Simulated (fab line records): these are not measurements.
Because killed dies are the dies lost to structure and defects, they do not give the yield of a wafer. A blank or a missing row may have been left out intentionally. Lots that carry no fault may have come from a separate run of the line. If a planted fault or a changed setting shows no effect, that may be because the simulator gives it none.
Chamber matching ; flow gf180mcu ; rie-diel-01 running GF_STI_ETCH_13: 4 sister chambers
The step etches the open film in CHF3/O2, stops on Si, target depth 282.31 nm, time 112.9 s. 4 wafers are shown with their chamber, then 7 later ones without.

WAFERS, EACH WITH ITS CHAMBER
wafer;chamber;drypump-motor-current-A (A)
L661.5;3;6.1
L663.3;2;5.8
L670.2;1;4.7
L670.3;0;5.1

WAFERS WHOSE CHAMBER IS MISSING
wafer;drypump-motor-current-A (A)
L670.6;5.1
L678.2;5.1
L678.4;5.8
L678.5;5.9
L679.3;5.1
L679.4;5.8
L679.6;5.8

THE CHAMBER EACH PASSED THROUGH
wafer;from the rows above;in truth
L670.6;0;0
L678.2;0;0
L678.4;2;2
L678.5;2;2
L679.3;0;0
L679.4;2;2
L679.6;2;2
Correct placement for 7 of the 7. Left unplaced by these rows: 0. Wrongly placed: 0.
How it was worked out, from the rows above alone: a wafer's distance from a chamber is the root of the sum, over the readings, of the square of ((its reading less the chamber's mean) divided by the reading's scatter). The wafer belongs to the nearest chamber; if the next one is less than 2 further off, it can't be placed. Each chamber's mean is taken over the wafers shown for it. The scatter (one wafer shown for each chamber): square how far every hidden wafer sits from the nearest shown wafer, average those squares and take the square root.
